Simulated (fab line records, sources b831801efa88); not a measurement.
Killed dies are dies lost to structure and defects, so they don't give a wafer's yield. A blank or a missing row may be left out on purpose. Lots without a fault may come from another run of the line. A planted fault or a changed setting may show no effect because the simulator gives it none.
One fault seen from 2 desks | flow sfq_line | each desk has only its own numbers; what lay behind them comes last

THE METROLOGY DESK
What the gauges read, lot by lot, whatever tool the lot ran on: means of the sampled wafers that have a number. A lot is out of limits, marked OUT, if its mean lies more than 4 standard deviations from the usual mean; the brackets give that distance.
Columns: A = L0V_OVL at SFQ_L0V_OVL_MEAS_903, usual -1 nm
lot  | first seen here | A
L355 | day 8 17:48     | -3
L357 | day 9 02:11     | 8
L362 | day 9 21:23     | 3
L365 | day 11 16:35    | -10
L366 | day 12 02:11    | 2
L367 | day 12 09:23    | 0
This desk's finding: nothing out of limits on any of the 6 lots.

THE TOOL OWNER'S DESK: rie_diel-01
The tool's own readings at SFQ_TRILAYER_L0_VIA_BARC_OPEN_VIA_ETCH_021 (etches BARC in O2, target depth 125 nm, time 41.7 s): means of the sampled wafers that have a number, for each lot that ran on this tool. A lot is out of limits, marked OUT, if its mean lies more than 4 standard deviations from the usual mean; the brackets give that distance.
Columns: A = drypump_motor_current_A at SFQ_TRILAYER_L0_VIA_BARC_OPEN_VIA_ETCH_021, usual 5.6 A; B = oes_product_au at SFQ_TRILAYER_L0_VIA_BARC_OPEN_VIA_ETCH_021, usual 0.686 a.u.; C = rf_fwd_power_W at SFQ_TRILAYER_L0_VIA_BARC_OPEN_VIA_ETCH_021, usual 495.6 W
lot  | first seen here | A   | B     | C
L355 | day 8 17:50     | 6.0 | 0.680 | 495.2
L357 | day 9 02:14     | 5.7 | 0.688 | 496.0
L365 | day 11 16:38    | 5.7 | 0.686 | 497.1
This desk's finding: nothing out of limits on any of the 3 lots.

PUT TOGETHER
The metrology desk saw nothing out of limits.
The tool owner's desk saw nothing out of limits.

WHAT THE SIMULATOR HAD PUT IN
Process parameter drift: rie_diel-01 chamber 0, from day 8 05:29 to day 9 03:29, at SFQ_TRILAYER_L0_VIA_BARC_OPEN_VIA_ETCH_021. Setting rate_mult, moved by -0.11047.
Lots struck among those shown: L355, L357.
